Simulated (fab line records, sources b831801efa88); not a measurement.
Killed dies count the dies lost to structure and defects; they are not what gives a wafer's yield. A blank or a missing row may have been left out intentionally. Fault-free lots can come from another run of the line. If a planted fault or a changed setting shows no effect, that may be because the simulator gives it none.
What tool caused it? + flow sky130 + Sampling: 12 lots, 36 wafers, 5 of 708 route steps

## WHAT THE GAUGES SHOWED, per wafer
SKY_VT_ADJUST_LVTN_TW_MEAS_10. Usual: for VT_ADJUST_LVTN_TW the level is 242.8 and the standard deviation is 1.8.
| lot  | measured     | on            | VT_ADJUST_LVTN_TW | flag |
|------|--------------|---------------|-------------------|------|
| L394 | day 7 02:55  | film metro-04 | 243.2 243.0 243.2 |      |
| L396 | day 8 05:58  | film metro-04 | 244.0 245.0 244.2 |      |
| L398 | day 8 07:46  | film metro-04 | 243.2 242.2 244.0 |      |
| L399 | day 8 21:41  | film metro-03 | 241.6 241.8 243.1 |      |
| L400 | day 9 12:12  | film metro-02 | 245.0 247.0 245.4 |      |
| L403 | day 9 16:11  | film metro-02 | 245.5 245.0 245.7 |      |
| L404 | day 10 03:06 | film metro-04 | 241.3 243.3 241.7 |      |
| L408 | day 11 00:04 | film metro-04 | 243.1 244.0 244.0 |      |
| L409 | day 11 02:11 | film metro-03 | 239.0 239.6 240.2 |      |
| L411 | day 11 18:39 | film metro-03 | 239.3 240.3 239.9 |      |
| L413 | day 12 11:28 | film metro-02 | 244.9 244.4 244.3 |      |
| L417 | day 13 07:13 | film metro-04 | 242.6 241.3 242.2 |      |

SKY_POLY_CUT_CD_MEAS_08: target cd 270 nm. Usual: cd nm reads 269.9 nm (standard deviation 1.6).
| lot  | measured     | on        | cd nm (nm)        | flag |
|------|--------------|-----------|-------------------|------|
| L394 | day 24 12:16 | cd sem-01 | 271.9 269.6 271.2 |      |
| L396 | day 25 19:22 | cd sem-02 | 271.8 272.8 272.0 |      |
| L398 | day 26 00:11 | cd sem-01 | 265.2 266.0 265.1 |      |
| L399 | day 26 19:50 | cd sem-01 | 270.0 269.7 269.5 |      |
| L400 | day 27 17:12 | cd sem-01 | 270.0 269.7 268.7 |      |
| L403 | day 28 02:59 | cd sem-02 | 272.2 270.8 269.1 |      |
| L404 | day 28 11:12 | cd sem-01 | 269.9 270.4 270.9 |      |
| L408 | day 29 08:25 | cd sem-01 | 270.2 270.8 270.9 |      |
| L409 | day 29 14:45 | cd sem-01 | 271.0 271.0 271.5 |      |
| L411 | day 30 10:47 | cd sem-01 | 270.2 269.9 268.4 |      |
| L413 | day 31 01:13 | cd sem-02 | 269.8 269.1 268.8 |      |
| L417 | day 31 23:10 | cd sem-02 | 267.5 268.5 267.6 |      |

## EACH LOT AND THE TOOL THAT RAN IT (in order: tool; ch and the chambers of the sampled wafers; start)
| lot  | SKY_NWELL_STRIP_25                   | SKY_VT_ADJUST_HVTR_COAT_02        | SKY_VT_ADJUST_HVTR_STRIP_10          |
|------|--------------------------------------|-----------------------------------|--------------------------------------|
| L394 | plasma asher-02 ch 0,1, day 5 12:57  | litho track-04 ch 0, day 9 06:23  | plasma asher-04 ch 0,1, day 9 17:45  |
| L396 | plasma asher-01 ch 0,1, day 6 13:44  | litho track-03 ch 0, day 10 10:19 | plasma asher-02 ch 0,1, day 10 21:53 |
| L398 | plasma asher-01 ch 0,1, day 6 14:37  | litho track-01 ch 0, day 10 14:22 | plasma asher-04 ch 0,1, day 11 02:08 |
| L399 | plasma asher-01 ch 0,1, day 7 04:07  | litho track-01 ch 0, day 11 04:22 | plasma asher-04 ch 0,1, day 11 16:49 |
| L400 | plasma asher-01 ch 0,1, day 7 18:20  | litho track-03 ch 0, day 11 21:20 | plasma asher-04 ch 0,1, day 12 09:58 |
| L403 | plasma asher-02 ch 0,1, day 7 21:29  | litho track-01 ch 0, day 12 01:52 | plasma asher-02 ch 0,1, day 12 14:22 |
| L404 | plasma asher-04 ch 0,1, day 8 06:28  | litho track-03 ch 0, day 12 12:53 | plasma asher-02 ch 0,1, day 13 01:26 |
| L408 | plasma asher-01 ch 0,1, day 9 03:05  | litho track-03 ch 0, day 13 13:16 | plasma asher-02 ch 1, day 14 02:13   |
| L409 | plasma asher-04 ch 0,1, day 9 03:29  | litho track-01 ch 0, day 13 15:02 | plasma asher-02 ch 0,1, day 14 04:34 |
| L411 | plasma asher-04 ch 0,1, day 9 19:59  | litho track-03 ch 0, day 14 08:44 | plasma asher-02 ch 0,1, day 14 21:28 |
| L413 | plasma asher-04 ch 0,1, day 10 10:35 | litho track-01 ch 0, day 15 02:20 | plasma asher-02 ch 0,1, day 15 16:07 |
| L417 | plasma asher-01 ch 0,1, day 11 05:41 | litho track-04 ch 0, day 16 00:43 | plasma asher-01 ch 0, day 16 14:34   |
- SKY_NWELL_STRIP_25: strips in O2/N2.
- SKY_VT_ADJUST_HVTR_COAT_02: resist thk 1140 nm.
- SKY_VT_ADJUST_HVTR_STRIP_10: strips in O2/N2.

## WHAT THE TOOLS THEMSELVES READ (means of the sampled wafers that have a number; where no wafer has one, the mark that the record gives instead)
SKY_NWELL_STRIP_25. Usual: drypump motor current A 5.8 A, standard deviation 0.32; oes product au 0.723 a.u., standard deviation 0.0045; strip time to endpoint s 36.96 s, standard deviation 0.12.
| lot  | tool            | drypump motor current A (A) | oes product au (a.u.) | strip time to endpoint s (s) | flag |
|------|-----------------|-----------------------------|-----------------------|------------------------------|------|
| L394 | plasma asher-02 | 5.6                         | 0.722                 | 36.95                        |      |
| L396 | plasma asher-01 | 5.7                         | 0.723                 | 37.21                        |      |
| L398 | plasma asher-01 | 6.0                         | 0.722                 | 36.93                        |      |
| L399 | plasma asher-01 | 5.8                         | 0.721                 | 37.08                        |      |
| L400 | plasma asher-01 | 6.0                         | 0.724                 | 36.95                        |      |
| L403 | plasma asher-02 | 5.6                         | 0.724                 | 36.98                        |      |
| L404 | plasma asher-04 | 5.8                         | 0.722                 | 37.00                        |      |
| L408 | plasma asher-01 | 5.7                         | 0.724                 | 36.98                        |      |
| L409 | plasma asher-04 | 5.6                         | 0.722                 | 36.91                        |      |
| L411 | plasma asher-04 | 5.8                         | 0.723                 | 36.78                        |      |
| L413 | plasma asher-04 | 5.8                         | 0.724                 | 36.90                        |      |
| L417 | plasma asher-01 | 6.0                         | 0.725                 | 36.93                        |      |

SKY_VT_ADJUST_HVTR_COAT_02. Usual: spin speed rpm reads 3000.0 rpm (standard deviation 1.7).
| lot  | tool           | spin speed rpm (rpm) | flag |
|------|----------------|----------------------|------|
| L394 | litho track-04 | 3001.1               |      |
| L396 | litho track-03 | 2998.7               |      |
| L398 | litho track-01 | 2998.7               |      |
| L399 | litho track-01 | 2997.4               |      |
| L400 | litho track-03 | 2999.5               |      |
| L403 | litho track-01 | 3000.6               |      |
| L404 | litho track-03 | 2998.9               |      |
| L408 | litho track-03 | 2998.9               |      |
| L409 | litho track-01 | 3113.9               | OFF  |
| L411 | litho track-03 | 3000.0               |      |
| L413 | litho track-01 | 3112.1               | OFF  |
| L417 | litho track-04 | 2999.8               |      |

SKY_VT_ADJUST_HVTR_STRIP_10. Usual: drypump motor current A 5.69 A, standard deviation 0.28; oes product au 0.715 a.u., standard deviation 0.0046; strip time to endpoint s 14.18 s, standard deviation 0.034.
| lot  | tool            | drypump motor current A (A) | oes product au (a.u.) | strip time to endpoint s (s) | flag |
|------|-----------------|-----------------------------|-----------------------|------------------------------|------|
| L394 | plasma asher-04 | 5.79                        | 0.715                 | 14.21                        |      |
| L396 | plasma asher-02 | 5.60                        | 0.718                 | 14.21                        |      |
| L398 | plasma asher-04 | 5.60                        | 0.714                 | 14.17                        |      |
| L399 | plasma asher-04 | 5.56                        | 0.714                 | 14.13                        |      |
| L400 | plasma asher-04 | 5.84                        | 0.721                 | 14.18                        |      |
| L403 | plasma asher-02 | 5.64                        | 0.715                 | 14.25                        |      |
| L404 | plasma asher-02 | 5.59                        | 0.716                 | 14.19                        |      |
| L408 | plasma asher-02 | 5.59                        | 0.712                 | 14.16                        |      |
| L409 | plasma asher-02 | 5.58                        | 0.715                 | 13.92                        | OFF  |
| L411 | plasma asher-02 | 5.59                        | 0.714                 | 14.14                        |      |
| L413 | plasma asher-02 | 5.63                        | 0.712                 | 13.89                        | OFF  |
| L417 | plasma asher-01 | 5.54                        | 0.713                 | 14.22                        |      |

## THE ANSWER, worked out from the rows above alone
Rule: take the mean of a lot's wafers that have a number; if it is more than 3 standard deviations from the usual mean, the lot is off. Also off: a lot with no number at a reading for which 4 or more lots have one. Where the step has rows for the other lots, those lots are counted as sound. Order of review: gauges by route order, followed by the tools' own readings, for which a lot's mean as printed above is used. The first step at which some lot is off is used, and at that step the reading that is off furthest; a lot without a number counts as furthest.
Off: L409, L413, at SKY_VT_ADJUST_HVTR_COAT_02 (spin speed rpm).
If a tool, at that step or one of the process steps before it, ran each lot that is off and ran no sound lot following the first of them, it fits. One fits: SKY_VT_ADJUST_HVTR_COAT_02 on litho track-01. A fault onset in the window from L403 (day 12 01:52, its last sound lot) to L409 (day 13 15:02, its first lot off) fits.
The tool's own readings at SKY_VT_ADJUST_HVTR_COAT_02 bear it out: on the lots that are off they differ by more than 5 times the standard deviation of the sound lots' means. spin speed rpm reads 3113.0 rpm there against 2999.4 rpm on the sound lots.

## WHAT THE SIMULATOR HAD PUT IN
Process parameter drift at SKY_VT_ADJUST_HVTR_COAT_02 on litho track-01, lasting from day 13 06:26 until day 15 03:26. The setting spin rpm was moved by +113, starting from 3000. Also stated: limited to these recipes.
Shown lots that were struck: L409, L413. Same finding as the rule above.
